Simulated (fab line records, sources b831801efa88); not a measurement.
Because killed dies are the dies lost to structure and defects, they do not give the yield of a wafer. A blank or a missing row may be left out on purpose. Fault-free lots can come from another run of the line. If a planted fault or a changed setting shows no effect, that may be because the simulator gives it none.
The tool behind it: which one? :: flow gf180mcu :: 14 lots with 42 wafers sampled at 4 steps, on a route of 602 steps

== WHAT THE GAUGES SHOWED, per wafer ==
GF_HV_LDD_OVL_MEAS_32. Usual: for HV_LDD_02_OVL the level is -0.4 nm and the standard deviation is 1.2.
lot: L855
measured: day 11 14:58
on: overlay-02
HV_LDD_02_OVL (nm): 2.1 -0.4 0.6
flag: 

lot: L856
measured: day 12 11:31
on: overlay-02
HV_LDD_02_OVL (nm): 0.2 -0.9 -1.9
flag: 

lot: L857
measured: day 12 13:35
on: overlay-01
HV_LDD_02_OVL (nm): 1.0 -1.2 0.1
flag: 

lot: L860
measured: day 13 08:52
on: overlay-02
HV_LDD_02_OVL (nm): -0.7 -0.3 0.0
flag: 

lot: L863
measured: day 13 22:35
on: overlay-02
HV_LDD_02_OVL (nm): -0.5 0.2 0.3
flag: 

lot: L862
measured: day 14 00:44
on: overlay-01
HV_LDD_02_OVL (nm): -2.6 -1.9 -1.0
flag: 

lot: L868
measured: day 15 13:22
on: overlay-02
HV_LDD_02_OVL (nm): -1.4 -0.6 -0.6
flag: 

lot: L869
measured: day 15 22:59
on: overlay-01
HV_LDD_02_OVL (nm): 0.2 0.3 -0.5
flag: 

lot: L871
measured: day 16 13:31
on: overlay-01
HV_LDD_02_OVL (nm): 1.9 2.4 1.5
flag: 

lot: L873
measured: day 17 08:43
on: overlay-01
HV_LDD_02_OVL (nm): -0.1 -0.3 2.2
flag: 

lot: L874
measured: day 17 20:31
on: overlay-02
HV_LDD_02_OVL (nm): -1.7 -0.6 -1.9
flag: 

lot: L876
measured: day 18 14:26
on: overlay-02
HV_LDD_02_OVL (nm): -1.0 -0.4 0.4
flag: 

lot: L877
measured: day 18 15:43
on: overlay-02
HV_LDD_02_OVL (nm): -1.7 -1.4 -1.3
flag: 

lot: L878
measured: day 18 23:32
on: overlay-01
HV_LDD_02_OVL (nm): 2.1 -0.3 1.2
flag: 

GF_SAB_THK_MEAS_01. Usual: for SAB_CVD_00_THK the level is 49.9 nm and the standard deviation is 0.7.
lot: L855
measured: day 14 06:31
on: filmMetro-02
SAB_CVD_00_THK (nm): 48.9 49.9 50.2
flag: 

lot: L856
measured: day 15 04:42
on: filmMetro-01
SAB_CVD_00_THK (nm): 49.2 50.1 49.8
flag: 

lot: L857
measured: day 15 08:22
on: filmMetro-02
SAB_CVD_00_THK (nm): 48.7 49.2 50.3
flag: 

lot: L860
measured: day 16 03:44
on: filmMetro-01
SAB_CVD_00_THK (nm): 49.4 49.9 50.5
flag: 

lot: L863
measured: day 16 19:53
on: filmMetro-01
SAB_CVD_00_THK (nm): 95.9 97.1 97.0
flag: OFF

lot: L862
measured: day 16 22:31
on: filmMetro-04
SAB_CVD_00_THK (nm): 96.0 97.3 96.6
flag: OFF

lot: L868
measured: day 18 14:17
on: filmMetro-04
SAB_CVD_00_THK (nm): 50.2 51.3 51.1
flag: 

lot: L869
measured: day 19 01:10
on: filmMetro-04
SAB_CVD_00_THK (nm): 49.7 50.5 50.7
flag: 

lot: L871
measured: day 19 17:33
on: filmMetro-01
SAB_CVD_00_THK (nm): 48.5 48.5 49.5
flag: 

lot: L873
measured: day 20 14:55
on: filmMetro-04
SAB_CVD_00_THK (nm): 49.0 50.2 50.0
flag: 

lot: L874
measured: day 21 00:17
on: filmMetro-04
SAB_CVD_00_THK (nm): 49.3 49.2 50.2
flag: 

lot: L876
measured: day 21 19:02
on: filmMetro-01
SAB_CVD_00_THK (nm): 50.1 50.3 50.4
flag: 

lot: L877
measured: day 21 20:26
on: filmMetro-04
SAB_CVD_00_THK (nm): 48.2 48.8 49.4
flag: 

lot: L878
measured: day 22 03:35
on: filmMetro-04
SAB_CVD_00_THK (nm): 49.7 50.3 50.4
flag: 

GF_CONTACT_CD_MEAS_14: the cd target is 220 nm. Usual: cdNm reads 219.6 nm (standard deviation 1.4).
lot: L855
measured: day 16 02:14
on: cdSem-02
cdNm (nm): 219.8 221.1 222.7
flag: 

lot: L856
measured: day 17 03:08
on: cdSem-01
cdNm (nm): 219.9 220.9 219.2
flag: 

lot: L857
measured: day 17 06:42
on: cdSem-02
cdNm (nm): 221.2 222.1 221.6
flag: 

lot: L860
measured: day 18 02:26
on: cdSem-02
cdNm (nm): 218.8 218.2 218.4
flag: 

lot: L863
measured: day 18 19:29
on: cdSem-02
cdNm (nm): 220.8 221.2 220.9
flag: 

lot: L862
measured: day 18 23:41
on: cdSem-01
cdNm (nm): 219.5 218.8 217.8
flag: 

lot: L868
measured: day 20 16:09
on: cdSem-01
cdNm (nm): 218.4 219.2 219.3
flag: 

lot: L869
measured: day 21 03:07
on: cdSem-02
cdNm (nm): 219.5 221.2 219.3
flag: 

lot: L871
measured: day 21 19:04
on: cdSem-01
cdNm (nm): 218.4 218.2 217.3
flag: 

lot: L873
measured: day 22 15:43
on: cdSem-02
cdNm (nm): 219.6 220.2 219.4
flag: 

lot: L874
measured: day 23 00:12
on: cdSem-01
cdNm (nm): 217.8 218.1 217.8
flag: 

lot: L876
measured: day 23 18:22
on: cdSem-02
cdNm (nm): 220.3 219.0 220.6
flag: 

lot: L877
measured: day 23 19:06
on: cdSem-01
cdNm (nm): 219.1 220.7 220.7
flag: 

lot: L878
measured: day 24 02:02
on: cdSem-01
cdNm (nm): 219.9 219.7 218.7
flag: 

== WHAT TOOL EACH LOT RAN ON (gives the tool, then ch and the chambers of the sampled wafers, and finally the start) ==
lot: L855
GF_SAB_CVD_00: pecvd-01 ch 1,2, day 14 06:30

lot: L856
GF_SAB_CVD_00: pecvd-03 ch 1,2, day 15 04:41

lot: L857
GF_SAB_CVD_00: pecvd-03 ch 0,1,2, day 15 08:21

lot: L860
GF_SAB_CVD_00: pecvd-01 ch 0,1,2, day 16 03:43

lot: L863
GF_SAB_CVD_00: pecvd-01 ch 1,2, day 16 19:51

lot: L862
GF_SAB_CVD_00: pecvd-01 ch 0,1, day 16 22:29

lot: L868
GF_SAB_CVD_00: pecvd-03 ch 0,2, day 18 14:17

lot: L869
GF_SAB_CVD_00: pecvd-03 ch 0,1, day 19 01:08

lot: L871
GF_SAB_CVD_00: pecvd-04 ch 0,1, day 19 17:31

lot: L873
GF_SAB_CVD_00: pecvd-04 ch 1,2, day 20 14:53

lot: L874
GF_SAB_CVD_00: pecvd-01 ch 1,2, day 21 00:16

lot: L876
GF_SAB_CVD_00: pecvd-03 ch 0,2, day 21 19:01

lot: L877
GF_SAB_CVD_00: pecvd-04 ch 0,1,2, day 21 20:25

lot: L878
GF_SAB_CVD_00: pecvd-03 ch 1,2, day 22 03:34
- GF_SAB_CVD_00: deposits SiO2 from TEOS, target thk 50 nm, time 4.9302 s.

== WHAT THE TOOLS THEMSELVES READ (means of the sampled wafers that have a number; where no wafer has one, the mark that the record gives instead) ==
GF_SAB_CVD_00. Usual: heaterPowerW reads 648 W (standard deviation 93).
lot: L855
tool: pecvd-01
heaterPowerW (W): 744
flag: 

lot: L856
tool: pecvd-03
heaterPowerW (W): 613
flag: 

lot: L857
tool: pecvd-03
heaterPowerW (W): 694
flag: 

lot: L860
tool: pecvd-01
heaterPowerW (W): 706
flag: 

lot: L863
tool: pecvd-01
heaterPowerW (W): 736
flag: 

lot: L862
tool: pecvd-01
heaterPowerW (W): 797
flag: 

lot: L868
tool: pecvd-03
heaterPowerW (W): 633
flag: 

lot: L869
tool: pecvd-03
heaterPowerW (W): 604
flag: 

lot: L871
tool: pecvd-04
heaterPowerW (W): 545
flag: 

lot: L873
tool: pecvd-04
heaterPowerW (W): 558
flag: 

lot: L874
tool: pecvd-01
heaterPowerW (W): 804
flag: 

lot: L876
tool: pecvd-03
heaterPowerW (W): 666
flag: 

lot: L877
tool: pecvd-04
heaterPowerW (W): 554
flag: 

lot: L878
tool: pecvd-03
heaterPowerW (W): 644
flag: 

== THE ANSWER, worked out from the rows above alone ==
Rule: lot off if the mean of its wafers having a number is beyond 3 standard deviations from the usual mean. A lot without any number at a reading at which 4 lots or more have one is off too. The other lots that the step has rows for count as sound. Order of review: gauges by route order, followed by the tools' own readings, for which a lot's mean as printed above is used. The first step at which some lot is off is used, and at that step the reading that is off furthest; a lot without a number counts as furthest.
Off: L863, L862, at GF_SAB_THK_MEAS_01 (SAB_CVD_00_THK).
If a tool, at a process step before that reading, ran all the lots that are off and no sound lot after the first of them, it fits. Gauges at GF_SAB_THK_MEAS_01: tried the same way as those tools. None of those tried fits.

== WHAT THE SIMULATOR HAD INSERTED ==
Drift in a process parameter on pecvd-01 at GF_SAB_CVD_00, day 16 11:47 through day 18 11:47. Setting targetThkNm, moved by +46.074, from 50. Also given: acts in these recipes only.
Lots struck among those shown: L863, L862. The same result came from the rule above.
